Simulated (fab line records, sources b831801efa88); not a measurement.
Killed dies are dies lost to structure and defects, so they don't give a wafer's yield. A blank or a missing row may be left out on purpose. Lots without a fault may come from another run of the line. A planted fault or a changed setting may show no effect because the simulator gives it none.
fab line records | flow sky130
record lots=5 wafers=15 last_day=50
route steps=708 shown POLY_CUT@313 SD_P@320 RES_XHIGH@332 SD_N@342
lots that met no fault: from a run of the same line without faults
start_h: hours from the record's first day to the start of the lot's first wafer shown | wait_h: hours since the lot's step before | " the same as in the row above | L1.1+2: a row that stands for several wafers | - no value, or no start given | * or withheld: withheld | < > ~ a bound
route shown NAME@n: a module of which the file shows steps, and the number in the route of the first | usual: mean/standard deviation of fault-free wafers | same: alike in all rows | chamber/n: place in a boat | sites: the reading at each site | _std_site: their standard deviation | _edge_site: outer sites' mean less inner sites' | radius_mm: how far each site lies from the wafer's centre | mask NAME#n: copy n | behind: the tool/chamber that last shaped the wafer | hold: why the lot was held/for how many hours/how that ended | device: the transistor (n, p or np) that didn't switch | end of line: the same wafers' tests at the end of the route | a step without rows: its recipe alone | killed: dies lost to structure and defects at the first sort, not the wafer's yield | map: a wafer's dies, x killed, . not, _ none there
set.NAME: the setting as run; set.NAME@STEP: as run at that earlier step | model.NAME: the simulator's own value behind a step, which no gauge read
lots at some steps of the route; a table a step, a row a wafer
services: from which hour (start_h, from the record's first day; less than 0 if before it) a tool's chamber was out of use, for how many hours, and why
## steps
# step SKY_POLY_CUT_PEB_06
# recipe peb_temp_c=withheld peb_time_s=withheld resist=KrF-thick
# columns lot.wafer tool chamber start_h wait_h
L080.2+5+6 litho_track-03 0 - -
L088.1+2+4 litho_track-02 0 - -
L091.3+4+5 litho_track-04 0 - -
L093.2+5+6 litho_track-04 0 - -
L095.2+3+5 litho_track-04 0 - -
# step SKY_POLY_CUT_DEVELOP_07
# recipe develop_time_s=60 resist=KrF-thick dev_temp_c=21
# columns lot.wafer tool chamber start_h wait_h
L080.2+5+6 litho_track-03 0 - -
L088.1+2+4 litho_track-02 0 - -
L091.3+4+5 litho_track-04 0 - -
L093.2+5+6 litho_track-04 0 - -
L095.2+3+5 litho_track-04 0 - -
# step SKY_POLY_CUT_CD_MEAS_08
# recipe target_cd_nm=270
# usual cd_nm=270.4/1.7
# columns lot.wafer tool chamber start_h wait_h cd_nm
L080.2 cd_sem-02 - 614.17 - 270.8
L080.5 " - " " 271.3
L080.6 " - " " 272.6
L088.1 cd_sem-02 - 679.60 - 271.9
L088.2 " - " " 271.5
L088.4 " - " " 269.6
L091.3 cd_sem-02 - 714.71 - 268.8
L091.4 " - " " 270.1
L091.5 " - " " 269.2
L093.2 cd_sem-01 - 715.99 - 271.2
L093.5 " - " " 270.9
L093.6 " - " " 271.5
L095.2 cd_sem-02 - 733.14 - 270.2
L095.3 " - " " 269.2
L095.5 " - " " 269.5
# step SKY_POLY_CUT_OVL_MEAS_09
# usual POLY_CUT_OVL=1/5.8
# columns lot.wafer tool chamber start_h wait_h POLY_CUT_OVL[nm]
L080.2 overlay-02 - 614.28 0.1 8
L080.5 " - " " 11
L080.6 " - " " -2
L088.1 overlay-01 - 679.72 0.1 -7
L088.2 " - " " -8
L088.4 " - " " 4
L091.3 overlay-02 - 714.80 0.1 -2
L091.4 " - " " -5
L091.5 " - " " -1
L093.2 overlay-01 - 716.10 0.1 8
L093.5 " - " " -3
L093.6 " - " " 7
L095.2 overlay-01 - 733.25 0.1 -3
L095.3 " - " " -4
L095.5 " - " " -2
# step SKY_POLY_CUT_ETCH_10
# recipe chemistry=N2/H2 target=BARC ion_energy_ev=200 source_w=500 bias_w=100 pressure_mtorr=30 n2_flow_sccm=100 h2_flow_sccm=200 stop_on=SiO2 time_s=45.9 target_depth_a=600
# usual bias_w=100.01/0.3 drypump_motor_current_A=5.6/0.4 oes_product_au=0.855/0.0052 throttle_valve_pct=13.224/0.0099
# columns lot.wafer tool chamber start_h wait_h bias_w drypump_motor_current_A oes_product_au rf_hours_counter_h throttle_valve_pct
L080.2 rie_diel-03 2 614.31 0.0 100.05 5.7 0.862 54 13.225
L080.5 " 2 " " 99.91 5.7 0.863 - 13.227
L080.6 " 1 " " 100.16 6.1 0.861 - 13.231
L088.1 rie_diel-02 1 679.75 0.0 100.15 5.0 0.859 11 13.219
L088.2 " 0 " " 99.83 6.4 0.853 3 13.227
L088.4 " 3 " " 100.12 5.4 0.865 16 13.226
L091.3 rie_diel-02 2 714.83 0.0 100.45 5.7 0.856 5 13.230
L091.4 " 3 " " 100.31 5.4 0.848 17 13.220
L091.5 " 1 " " 99.93 5.0 0.860 - 13.241
L093.2 rie_diel-02 2 716.13 0.0 100.12 5.7 0.850 5 13.238
L093.5 " 2 " " 99.92 5.7 0.849 - 13.230
L093.6 " 1 " " 100.05 5.0 0.862 - 13.218
L095.2 rie_diel-02 3 733.28 0.0 99.95 5.4 0.860 17 13.230
L095.3 " 0 " " 100.21 6.4 0.856 5 13.228
L095.5 " 3 " " 99.99 5.4 0.859 - 13.213
# step SKY_POLY_CUT_ETCH_11
# recipe target=Si3N4 chemistry=CF4/CH2F2/Ar stop_on=poly-Si source_w=600 bias_w=150 pressure_mtorr=40 cf4_flow_sccm=40 ch2f2_flow_sccm=20 Ar_flow_sccm=150 time_s=42.5 target_depth_a=600
# usual bias_w=150.0/0.44 drypump_motor_current_A=5.6/0.4 oes_product_au=0.833/0.0062 throttle_valve_pct=14.993/0.0096
# columns lot.wafer tool chamber start_h wait_h bias_w drypump_motor_current_A oes_product_au rf_hours_counter_h throttle_valve_pct
L080.2 rie_diel-03 2 614.35 0.0 149.5 5.7 0.840 54 15.003
L080.5 " 2 " " 149.2 5.7 0.833 - 14.986
L080.6 " 1 " " 150.0 6.1 0.828 - 14.982
L088.1 rie_diel-02 1 679.79 0.0 150.2 4.9 0.833 11 15.010
L088.2 " 0 " " 150.0 6.4 0.831 3 14.999
L088.4 " 3 " " 149.6 5.4 0.835 16 14.996
L091.3 rie_diel-02 2 714.87 0.0 150.4 5.7 0.834 5 14.986
L091.4 " 3 " " 150.7 5.4 0.828 17 14.993
L091.5 " 1 " " 150.0 5.0 0.834 - 15.005
L093.2 rie_diel-02 2 716.17 0.0 150.1 5.7 0.834 5 14.987
L093.5 " 2 " " 149.9 5.7 0.833 - 15.006
L093.6 " 1 " " 150.5 5.0 0.842 - 14.985
L095.2 rie_diel-02 3 733.32 0.0 150.3 5.4 0.842 17 14.989
L095.3 " 0 " " 149.7 6.4 0.846 5 14.993
L095.5 " 3 " " 150.5 5.4 0.842 - 14.990
# step SKY_POLY_CUT_STRIP_12
# recipe chemistry=O2/N2 power_w=1400 pressure_mtorr=1500 platen_temp_c=withheld o2_flow_sccm=3000 n2_flow_sccm=300 overash_fraction=0.5
# usual drypump_motor_current_A=5.6/0.65 oes_product_au=0.452/0.004 strip_time_to_endpoint_s=5.359/0.015
# columns lot.wafer tool chamber start_h wait_h drypump_motor_current_A oes_product_au rf_hours_counter_h strip_time_to_endpoint_s
L080.2 plasma_asher-01 0 614.39 0.0 4.9 0.446 82 5.356
L080.5 " 1 " " 6.1 0.458 - 5.345
L080.6 " 0 " " 4.9 0.451 - 5.346
L088.1 plasma_asher-04 0 679.83 0.0 6.6 0.453 50 5.375
L088.2 " 1 " " 5.3 0.450 50 5.352
L088.4 " 0 " " 6.6 0.463 - 5.382
L091.3 plasma_asher-04 0 714.94 0.1 6.5 0.449 - 5.338
L091.4 " 1 " " 5.3 0.448 - 5.320
L091.5 " 0 " " 6.6 0.456 - 5.342
L093.2 plasma_asher-04 1 716.21 0.0 5.3 0.450 54 5.370
L093.5 " 1 " " 5.3 0.453 - 5.368
L093.6 " 0 " " 6.6 0.449 - 5.350
L095.2 plasma_asher-04 1 733.36 0.0 5.3 0.452 56 5.363
L095.3 " 0 " " 6.6 0.452 - 5.364
L095.5 " 0 " " 6.6 0.450 - 5.371
# step SKY_SD_P_DEHYDRATE_00
# recipe temp_c=200 time_s=60
# usual heater_power_total_W=160.38/0.13
# columns lot.wafer tool chamber start_h wait_h heater_power_total_W
L080.2 litho_track-01 0 628.24 13.8 160.29
L080.5 " 0 " " 160.59
L080.6 " 0 " " 160.36
L088.1 litho_track-01 0 694.02 14.1 160.26
L088.2 " 0 " " 160.58
L088.4 " 0 " " 160.28
L091.3 litho_track-02 0 728.00 13.0 160.14
L091.4 " 0 " " 160.29
L091.5 " 0 " " 160.46
L093.2 litho_track-01 0 729.19 13.0 160.59
L093.5 " 0 " " 160.49
L093.6 " 0 " " 160.51
L095.2 litho_track-04 0 746.14 12.8 160.67
L095.3 " 0 " " 160.27
L095.5 " 0 " " 160.63
# step SKY_SD_P_HMDS_01
# recipe prime_time_s=60 prime_temp_c=120
# columns lot.wafer tool chamber start_h wait_h
L080.2+5+6 litho_track-01 0 628.39 0.1
L088.1+2+4 litho_track-01 0 694.17 0.1
L091.3+4+5 litho_track-02 0 728.15 0.1
L093.2+5+6 litho_track-01 0 729.34 0.1
L095.2+3+5 litho_track-04 0 746.29 0.1
# step SKY_SD_P_COAT_02
# recipe resist=NOVOLAK spin_rpm=3000 resist_thk_nm=1140
# columns lot.wafer tool chamber start_h wait_h
L080.2+5+6 litho_track-01 0 628.54 0.1
L088.1+2+4 litho_track-01 0 694.32 0.1
L091.3+4+5 litho_track-02 0 728.30 0.1
L093.2+5+6 litho_track-01 0 729.49 0.1
L095.2+3+5 litho_track-04 0 746.44 0.1
# step SKY_SD_P_SOFTBAKE_03
# recipe temp_c=90 time_s=60 resist=NOVOLAK
# usual heater_power_total_W=56.60/0.046
# columns lot.wafer tool chamber start_h wait_h heater_power_total_W
L080.2 litho_track-01 0 628.69 0.1 56.60
L080.5 " 0 " " 56.64
L080.6 " 0 " " 56.62
L088.1 litho_track-01 0 694.47 0.1 56.61
L088.2 " 0 " " 56.53
L088.4 " 0 " " 56.56
L091.3 litho_track-02 0 728.45 0.1 56.62
L091.4 " 0 " " 56.57
L091.5 " 0 " " 56.56
L093.2 litho_track-01 0 729.64 0.1 56.56
L093.5 " 0 " " 56.60
L093.6 " 0 " " 56.63
L095.2 litho_track-04 0 746.59 0.1 56.63
L095.3 " 0 " " 56.54
L095.5 " 0 " " 56.47
# step SKY_SD_P_EXPOSE_04
# recipe mask_id=PSDM na=0.6 source_shape=conventional sigma_outer=0.6 polarization=unpolarized target_cd_nm=380 dose_mj=138
# columns lot.wafer tool chamber start_h wait_h mask
L080.2+5+6 iline_stepper-02 0 - - PSDM#0
L088.1+2+4 iline_stepper-01 0 - - PSDM#0
L091.3+4+5 iline_stepper-01 0 - - PSDM#0
L093.2+5+6 iline_stepper-01 0 - - PSDM#0
L095.2+3+5 iline_stepper-01 0 - - PSDM#0
# step SKY_SD_P_PEB_05
# recipe temp_c=withheld time_s=* resist=NOVOLAK
# columns lot.wafer tool chamber start_h wait_h
L080.2+5+6 litho_track-04 0 - -
L088.1+2+4 litho_track-01 0 - -
L091.3+4+5 litho_track-04 0 - -
L093.2+5+6 litho_track-01 0 - -
L095.2+3+5 litho_track-01 0 - -
# step SKY_SD_P_DEVELOP_06
# recipe resist=NOVOLAK developer=TMAH develop_time_s=60 dev_temp_c=23
# columns lot.wafer tool chamber start_h wait_h
L080.2+5+6 litho_track-04 0 642.79 0.1
L088.1+2+4 litho_track-01 0 707.77 0.1
L091.3+4+5 litho_track-04 0 742.22 0.1
L093.2+5+6 litho_track-01 0 743.14 0.1
L095.2+3+5 litho_track-01 0 759.89 0.1
# step SKY_SD_P_CD_MEAS_07
# recipe target_cd_nm=380
# usual cd_nm=379.5/2.9
# columns lot.wafer tool chamber start_h wait_h cd_nm
L080.2 cd_sem-01 - 642.94 0.1 375.8
L080.5 " - " " 375.2
L080.6 " - " " 378.7
L088.1 cd_sem-02 - 707.92 0.1 379.5
L088.2 " - " " 379.8
L088.4 " - " " 378.8
L091.3 cd_sem-02 - 742.36 0.1 383.0
L091.4 " - " " 380.8
L091.5 " - " " 383.2
L093.2 cd_sem-01 - 743.29 0.1 376.5
L093.5 " - " " 375.7
L093.6 " - " " 375.1
L095.2 cd_sem-01 - 760.04 0.1 382.0
L095.3 " - " " 381.3
L095.5 " - " " 382.2
# step SKY_SD_P_OVL_MEAS_08
# usual SD_P_OVL=-1.3/1.4
# columns lot.wafer tool chamber start_h wait_h SD_P_OVL[nm]
L080.2 overlay-01 - 643.05 0.1 -1.5
L080.5 " - " " -0.8
L080.6 " - " " 1.0
L088.1 overlay-01 - 708.04 0.1 -4.1
L088.2 " - " " -0.6
L088.4 " - " " -2.9
L091.3 overlay-02 - 742.45 0.1 -0.3
L091.4 " - " " 0.7
L091.5 " - " " 0.0
L093.2 overlay-01 - 743.39 0.1 -1.7
L093.5 " - " " -2.0
L093.6 " - " " -1.4
L095.2 overlay-01 - 760.14 0.1 0.6
L095.3 " - " " 1.0
L095.5 " - " " -0.5
# step SKY_SD_P_IMPLANT_09
# recipe species=BF2 energy_kev=20.36 dose_cm2=3e+15 tilt_deg=0
# columns lot.wafer tool chamber start_h wait_h
L080.2+5+6 implanter-01 0 643.10 0.0
L088.1+2+4 implanter-02 0 708.07 0.0
L091.3+4+5 implanter-04 0 742.53 0.1
L093.2+5+6 implanter-04 0 743.45 0.0
L095.2+3+5 implanter-01 0 760.20 0.0
# step SKY_SD_P_STRIP_10
# recipe chemistry=O2/N2 power_w=1400 pressure_mtorr=1500 platen_temp_c=withheld o2_flow_sccm=3000 n2_flow_sccm=300 overash_fraction=0.5
# usual drypump_motor_current_A=5.7/0.62 oes_product_au=0.616/0.0043 strip_time_to_endpoint_s=17.56/0.033
# columns lot.wafer tool chamber start_h wait_h drypump_motor_current_A oes_product_au rf_hours_counter_h strip_time_to_endpoint_s
L080.2 plasma_asher-01 0 643.23 0.1 4.9 0.611 85 17.55
L080.5 " 0 " " 4.9 0.614 - 17.54
L080.6 " 1 " " 6.1 0.618 - 17.55
L088.1 plasma_asher-03 0 708.22 0.1 6.0 0.625 103 17.56
L088.2 " 1 " " 5.9 0.619 103 17.61
L088.4 " 1 " " 5.9 0.608 - 17.58
L091.3 plasma_asher-01 0 742.66 0.1 4.9 0.613 - 17.51
L091.4 " 1 " " 6.1 0.616 - 17.54
L091.5 " 1 " " 6.1 0.617 - 17.52
L093.2 plasma_asher-03 1 743.57 0.1 5.9 0.618 0 17.60
L093.5 " 0 " " 6.0 0.615 - 17.58
L093.6 " 1 " " 5.9 0.612 - 17.64
L095.2 plasma_asher-01 1 760.32 0.1 6.1 0.618 96 17.54
L095.3 " 0 " " 4.9 0.622 - 17.55
L095.5 " 1 " " 6.1 0.622 - 17.56
# step SKY_SD_P_TW_MEAS_11
# usual SD_P_TW=2852/33
# columns lot.wafer tool chamber start_h wait_h SD_P_TW
L080.2 film_metro-04 - 643.34 0.1 2909
L080.5 " - " " 2898
L080.6 " - " " 2893
L088.1 film_metro-01 - 708.32 0.1 2853
L088.2 " - " " 2838
L088.4 " - " " 2860
L091.3 film_metro-02 - 742.75 0.1 2804
L091.4 " - " " 2809
L091.5 " - " " 2800
L093.2 film_metro-01 - 743.68 0.1 2837
L093.5 " - " " 2824
L093.6 " - " " 2836
L095.2 film_metro-01 - 760.43 0.1 2855
L095.3 " - " " 2857
L095.5 " - " " 2842
# step SKY_RES_XHIGH_DEHYDRATE_00
# recipe temp_c=200 time_s=60
# usual heater_power_total_W=160.34/0.13
# columns lot.wafer tool chamber start_h wait_h heater_power_total_W
L080.2 litho_track-01 0 656.74 13.4 160.36
L080.5 " 0 " " 160.39
L080.6 " 0 " " 160.22
L088.1 litho_track-01 0 721.57 13.2 160.22
L088.2 " 0 " " 160.46
L088.4 " 0 " " 160.45
L091.3 litho_track-03 0 755.75 13.0 160.45
L091.4 " 0 " " 160.20
L091.5 " 0 " " 160.10
L093.2 litho_track-01 0 756.94 13.2 160.13
L093.5 " 0 " " 160.17
L093.6 " 0 " " 160.44
L095.2 litho_track-01 0 773.34 12.9 160.21
L095.3 " 0 " " 160.39
L095.5 " 0 " " 160.29
# step SKY_RES_XHIGH_HMDS_01
# recipe prime_time_s=60 prime_temp_c=120
# columns lot.wafer tool chamber start_h wait_h
L080.2+5+6 litho_track-01 0 656.89 0.1
L088.1+2+4 litho_track-01 0 721.72 0.1
L091.3+4+5 litho_track-03 0 755.90 0.1
L093.2+5+6 litho_track-01 0 757.09 0.1
L095.2+3+5 litho_track-01 0 773.49 0.1
# step SKY_RES_XHIGH_COAT_02
# recipe resist=NOVOLAK spin_rpm=3000 resist_thk_nm=1140
# columns lot.wafer tool chamber start_h wait_h
L080.2+5+6 litho_track-01 0 657.04 0.1
L088.1+2+4 litho_track-01 0 721.87 0.1
L091.3+4+5 litho_track-03 0 756.05 0.1
L093.2+5+6 litho_track-01 0 757.24 0.1
L095.2+3+5 litho_track-01 0 773.64 0.1
# step SKY_RES_XHIGH_SOFTBAKE_03
# recipe temp_c=90 time_s=60 resist=NOVOLAK
# usual heater_power_total_W=56.60/0.048
# columns lot.wafer tool chamber start_h wait_h heater_power_total_W
L080.2 litho_track-01 0 657.19 0.1 56.63
L080.5 " 0 " " 56.65
L080.6 " 0 " " 56.65
L088.1 litho_track-01 0 722.02 0.1 56.66
L088.2 " 0 " " 56.67
L088.4 " 0 " " 56.59
L091.3 litho_track-03 0 756.20 0.1 56.49
L091.4 " 0 " " 56.66
L091.5 " 0 " " 56.53
L093.2 litho_track-01 0 757.39 0.1 56.58
L093.5 " 0 " " 56.57
L093.6 " 0 " " 56.62
L095.2 litho_track-01 0 773.79 0.1 56.61
L095.3 " 0 " " 56.57
L095.5 " 0 " " 56.53
# step SKY_RES_XHIGH_EXPOSE_04
# recipe mask_id=URPM na=0.6 source_shape=conventional sigma_outer=0.6 polarization=unpolarized target_cd_nm=1270 dose_mj=140
# columns lot.wafer tool chamber start_h wait_h mask
L080.2+5+6 iline_stepper-01 0 - - URPM#0
L088.1+2+4 iline_stepper-01 0 - - URPM#0
L091.3+4+5 iline_stepper-02 0 - - URPM#0
L093.2+5+6 iline_stepper-02 0 - - URPM#0
L095.2+3+5 iline_stepper-02 0 - - URPM#0
# step SKY_RES_XHIGH_PEB_05
# recipe temp_c=withheld time_s=* resist=NOVOLAK
# columns lot.wafer tool chamber start_h wait_h
L080.2+5+6 litho_track-01 0 - -
L088.1+2+4 litho_track-03 0 - -
L091.3+4+5 litho_track-01 0 - -
L093.2+5+6 litho_track-03 0 - -
L095.2+3+5 litho_track-03 0 - -
# step SKY_RES_XHIGH_DEVELOP_06
# recipe resist=NOVOLAK developer=TMAH develop_time_s=60 dev_temp_c=23
# columns lot.wafer tool chamber start_h wait_h
L080.2+5+6 litho_track-01 0 671.34 0.1
L088.1+2+4 litho_track-03 0 735.90 0.1
L091.3+4+5 litho_track-01 0 769.82 0.1
L093.2+5+6 litho_track-03 0 770.98 0.1
L095.2+3+5 litho_track-03 0 787.33 0.1
# step SKY_RES_XHIGH_IMPLANT_07
# recipe species=BF2 energy_kev=20 dose_cm2=3.6e+14 tilt_deg=0
# columns lot.wafer tool chamber start_h wait_h
L080.2+5+6 implanter-03 0 671.49 0.1
L088.1+2+4 implanter-01 0 736.05 0.1
L091.3+4+5 implanter-02 0 769.97 0.1
L093.2+5+6 implanter-01 0 771.13 0.1
L095.2+3+5 implanter-03 0 787.48 0.1
# step SKY_RES_XHIGH_STRIP_08
# recipe chemistry=O2/N2 power_w=1400 pressure_mtorr=1500 platen_temp_c=withheld o2_flow_sccm=3000 n2_flow_sccm=300 overash_fraction=0.5
# usual drypump_motor_current_A=5.7/0.51 oes_product_au=0.711/0.0041 strip_time_to_endpoint_s=14.28/0.031
# columns lot.wafer tool chamber start_h wait_h drypump_motor_current_A oes_product_au rf_hours_counter_h strip_time_to_endpoint_s
L080.2 plasma_asher-03 0 671.62 0.1 6.1 0.712 99 14.28
L080.5 " 1 " " 5.9 0.712 - 14.30
L080.6 " 0 " " 6.1 0.710 - 14.25
L088.1 plasma_asher-02 1 736.20 0.1 5.5 0.711 30 14.28
L088.2 " 0 " " 4.9 0.712 30 14.32
L088.4 " 1 " " 5.5 0.704 - 14.25
L091.3 plasma_asher-03 1 770.10 0.1 5.9 0.720 - 14.29
L091.4 " 0 " " 6.0 0.712 - 14.29
L091.5 " 1 " " 5.9 0.710 - 14.33
L093.2 plasma_asher-02 0 771.25 0.1 4.9 0.717 34 14.29
L093.5 " 0 " " 5.0 0.709 - 14.29
L093.6 " 1 " " 5.5 0.707 - 14.25
L095.2 plasma_asher-02 0 787.60 0.1 4.9 0.708 35 14.29
L095.3 " 0 " " 4.9 0.712 - 14.32
L095.5 " 1 " " 5.5 0.710 - 14.30
# step SKY_RES_XHIGH_TW_MEAS_09
# usual RES_XHIGH_TW=1646/21
# columns lot.wafer tool chamber start_h wait_h RES_XHIGH_TW
L080.2 film_metro-04 - 671.73 0.1 1667
L080.5 " - " " 1663
L080.6 " - " " 1662
L088.1 film_metro-02 - 736.30 0.1 1627
L088.2 " - " " 1632
L088.4 " - " " 1629
L091.3 film_metro-04 - 770.19 0.1 1650
L091.4 " - " " 1660
L091.5 " - " " 1654
L093.2 film_metro-01 - 771.36 0.1 1665
L093.5 " - " " 1659
L093.6 " - " " 1649
L095.2 film_metro-01 - 787.71 0.1 1638
L095.3 " - " " 1646
L095.5 " - " " 1640
# step SKY_SD_N_DEHYDRATE_00
# recipe temp_c=200 time_s=60
# usual heater_power_total_W=160.37/0.12
# columns lot.wafer tool chamber start_h wait_h heater_power_total_W
L080.2 litho_track-02 0 685.92 14.2 160.29
L080.5 " 0 " " 160.44
L080.6 " 0 " " 160.34
L088.1 litho_track-02 0 749.30 13.0 160.32
L088.2 " 0 " " 160.48
L088.4 " 0 " " 160.48
L091.3 litho_track-01 0 782.77 12.6 160.29
L091.4 " 0 " " 160.59
L091.5 " 0 " " 160.37
L093.2 litho_track-03 0 783.88 12.5 160.42
L093.5 " 0 " " 160.61
L093.6 " 0 " " 160.52
L095.2 litho_track-01 0 799.84 12.1 160.24
L095.3 " 0 " " 160.23
L095.5 " 0 " " 160.36
# step SKY_SD_N_HMDS_01
# recipe prime_time_s=60 prime_temp_c=120
# columns lot.wafer tool chamber start_h wait_h
L080.2+5+6 litho_track-02 0 686.07 0.1
L088.1+2+4 litho_track-02 0 749.45 0.1
L091.3+4+5 litho_track-01 0 782.92 0.1
L093.2+5+6 litho_track-03 0 784.03 0.1
L095.2+3+5 litho_track-01 0 799.99 0.1
# step SKY_SD_N_COAT_02
# recipe resist=NOVOLAK spin_rpm=3000 resist_thk_nm=1140
# columns lot.wafer tool chamber start_h wait_h
L080.2+5+6 litho_track-02 0 686.22 0.1
L088.1+2+4 litho_track-02 0 749.60 0.1
L091.3+4+5 litho_track-01 0 783.07 0.1
L093.2+5+6 litho_track-03 0 784.18 0.1
L095.2+3+5 litho_track-01 0 800.14 0.1
# step SKY_SD_N_SOFTBAKE_03
# recipe temp_c=90 time_s=60 resist=NOVOLAK
# usual heater_power_total_W=56.60/0.047
# columns lot.wafer tool chamber start_h wait_h heater_power_total_W
L080.2 litho_track-02 0 686.37 0.1 56.63
L080.5 " 0 " " 56.58
L080.6 " 0 " " 56.51
L088.1 litho_track-02 0 749.75 0.1 56.64
L088.2 " 0 " " 56.67
L088.4 " 0 " " 56.64
L091.3 litho_track-01 0 783.22 0.1 56.45
L091.4 " 0 " " 56.63
L091.5 " 0 " " 56.62
L093.2 litho_track-03 0 784.33 0.1 56.61
L093.5 " 0 " " 56.63
L093.6 " 0 " " 56.63
L095.2 litho_track-01 0 800.29 0.1 56.65
L095.3 " 0 " " 56.58
L095.5 " 0 " " 56.62
# step SKY_SD_N_EXPOSE_04
# recipe mask_id=NSDM na=0.6 source_shape=conventional sigma_outer=0.6 polarization=unpolarized target_cd_nm=380 dose_mj=141
# columns lot.wafer tool chamber start_h wait_h mask
L080.2+5+6 iline_stepper-02 0 - - NSDM#0
L088.1+2+4 iline_stepper-01 0 - - NSDM#0
L091.3+4+5 iline_stepper-02 0 - - NSDM#0
L093.2+5+6 iline_stepper-02 0 - - NSDM#0
L095.2+3+5 iline_stepper-02 0 - - NSDM#0
# step SKY_SD_N_PEB_05
# recipe temp_c=withheld time_s=* resist=NOVOLAK
# columns lot.wafer tool chamber start_h wait_h
L080.2+5+6 litho_track-03 0 - -
L088.1+2+4 litho_track-01 0 - -
L091.3+4+5 litho_track-01 0 - -
L093.2+5+6 litho_track-03 0 - -
L095.2+3+5 litho_track-02 0 - -
# step SKY_SD_N_DEVELOP_06
# recipe resist=NOVOLAK developer=TMAH develop_time_s=60 dev_temp_c=23
# columns lot.wafer tool chamber start_h wait_h
L080.2+5+6 litho_track-03 0 700.53 0.1
L088.1+2+4 litho_track-01 0 763.32 0.1
L091.3+4+5 litho_track-01 0 795.92 0.1
L093.2+5+6 litho_track-03 0 797.08 0.1
L095.2+3+5 litho_track-02 0 813.52 0.1
# step SKY_SD_N_CD_MEAS_07
# recipe target_cd_nm=380
# usual cd_nm=379.6/2.3
# columns lot.wafer tool chamber start_h wait_h cd_nm
L080.2 cd_sem-02 - 700.67 0.1 380.6
L080.5 " - " " 380.9
L080.6 " - " " 380.9
L088.1 cd_sem-02 - 763.47 0.1 381.6
L088.2 " - " " 380.6
L088.4 " - " " 380.5
L091.3 cd_sem-02 - 796.06 0.1 379.0
L091.4 " - " " 381.1
L091.5 " - " " 377.7
L093.2 cd_sem-01 - 797.26 0.2 379.8
L093.5 " - " " 381.3
L093.6 " - " " 377.7
L095.2 cd_sem-02 - 813.67 0.1 380.5
L095.3 " - " " 382.9
L095.5 " - " " 382.6
# step SKY_SD_N_OVL_MEAS_08
# usual SD_N_OVL=-0.5/1.2
# columns lot.wafer tool chamber start_h wait_h SD_N_OVL[nm]
L080.2 overlay-01 - 700.78 0.1 0.2
L080.5 " - " " -0.8
L080.6 " - " " -1.1
L088.1 overlay-01 - 763.59 0.1 -1.3
L088.2 " - " " -2.3
L088.4 " - " " -0.8
L091.3 overlay-01 - 796.15 0.1 0.6
L091.4 " - " " 0.8
L091.5 " - " " 0.7
L093.2 overlay-01 - 797.36 0.1 -0.3
L093.5 " - " " -1.1
L093.6 " - " " -0.4
L095.2 overlay-02 - 813.77 0.1 -0.8
L095.3 " - " " -0.6
L095.5 " - " " -1.7
# step SKY_SD_N_IMPLANT_09
# recipe species=As energy_kev=50 dose_cm2=4e+15 tilt_deg=0
# columns lot.wafer tool chamber start_h wait_h
L080.2+5+6 implanter-04 0 700.83 0.0
L088.1+2+4 implanter-03 0 763.62 0.0
L091.3+4+5 implanter-03 0 796.22 0.1
L093.2+5+6 implanter-03 0 797.42 0.0
L095.2+3+5 implanter-04 0 813.83 0.0
# step SKY_SD_N_IMPLANT_10
# recipe species=P energy_kev=20 dose_cm2=1e+14 tilt_deg=0
# columns lot.wafer tool chamber start_h wait_h
L080.2+5+6 implanter-04 0 700.98 0.1
L088.1+2+4 implanter-03 0 763.77 0.1
L091.3+4+5 implanter-03 0 796.37 0.1
L093.2+5+6 implanter-03 0 797.57 0.1
L095.2+3+5 implanter-04 0 813.98 0.1
# step SKY_SD_N_STRIP_11
# recipe chemistry=O2/N2 power_w=1400 pressure_mtorr=1500 platen_temp_c=withheld o2_flow_sccm=3072 n2_flow_sccm=300 overash_fraction=0.5
# usual drypump_motor_current_A=5.6/0.5 oes_product_au=0.528/0.0045 strip_time_to_endpoint_s=22.51/0.041
# columns lot.wafer tool chamber start_h wait_h drypump_motor_current_A oes_product_au rf_hours_counter_h strip_time_to_endpoint_s
L080.2 plasma_asher-03 0 701.11 0.1 6.0 0.526 102 22.46
L080.5 " 1 " " 5.9 0.533 - 22.45
L080.6 " 0 " " 6.0 0.538 - 22.46
L088.1 plasma_asher-01 0 763.92 0.1 4.9 0.533 97 22.57
L088.2 " 1 " " 6.1 0.519 97 22.50
L088.4 " 0 " " 4.9 0.532 - 22.54
L091.3 plasma_asher-01 0 796.51 0.1 4.9 0.520 - 22.52
L091.4 " 1 " " 6.1 0.530 - 22.57
L091.5 " 1 " " 6.1 0.534 - 22.56
L093.2 plasma_asher-03 0 797.69 0.1 6.0 0.532 5 22.48
L093.5 " 1 " " 5.9 0.525 - 22.47
L093.6 " 0 " " 6.0 0.528 - 22.49
L095.2 plasma_asher-03 0 814.10 0.1 6.0 0.529 7 22.52
L095.3 " 0 " " 6.0 0.521 - 22.57
L095.5 " 1 " " 5.9 0.526 - 22.54
# step SKY_SD_N_TW_MEAS_12
# usual SD_N_TW=4010/45
# columns lot.wafer tool chamber start_h wait_h SD_N_TW
L080.2 film_metro-04 - 701.22 0.1 4056
L080.5 " - " " 4051
L080.6 " - " " 4037
L088.1 film_metro-04 - 764.02 0.1 4040
L088.2 " - " " 4046
L088.4 " - " " 4036
L091.3 film_metro-01 - 796.59 0.1 4012
L091.4 " - " " 3990
L091.5 " - " " 3998
L093.2 film_metro-02 - 797.80 0.1 3912
L093.5 " - " " 3938
L093.6 " - " " 3944
L095.2 film_metro-02 - 814.21 0.1 3913
L095.3 " - " " 3918
L095.5 " - " " 3922
## services
# columns tool chamber start_h hours kind
plasma_asher-04 - 594.61 10.1 repair
rie_diel-03 1 598.48 4.4 repair
iline_stepper-01 - 631.14 1.7 pm
implanter-03 - 653.20 3.7 pm
plasma_asher-04 - 655.99 3.2 repair
implanter-04 - 667.07 15.7 repair
implanter-03 - 675.83 10.9 pm
plasma_asher-02 - 681.87 14.6 pm
rie_diel-02 0 683.70 1.2 repair
iline_stepper-02 - 688.82 2.2 repair
implanter-03 - 688.82 0.9 repair
rie_diel-02 2 692.23 22.1 repair
plasma_asher-04 - 695.97 2.8 pm
implanter-03 - 708.05 1.1 repair
iline_stepper-02 - 715.41 1.7 pm
rie_diel-02 3 715.83 10.1 repair
iline_stepper-02 - 721.73 3.1 repair
implanter-03 - 729.88 1.1 repair
rie_diel-02 2 731.36 3.7 repair
plasma_asher-03 - 733.75 9.0 pm
plasma_asher-01 - 744.25 4.4 repair
implanter-01 - 761.17 3.0 repair
plasma_asher-04 - 766.47 1.9 repair
plasma_asher-03 - 770.43 4.1 repair
## key
fault none
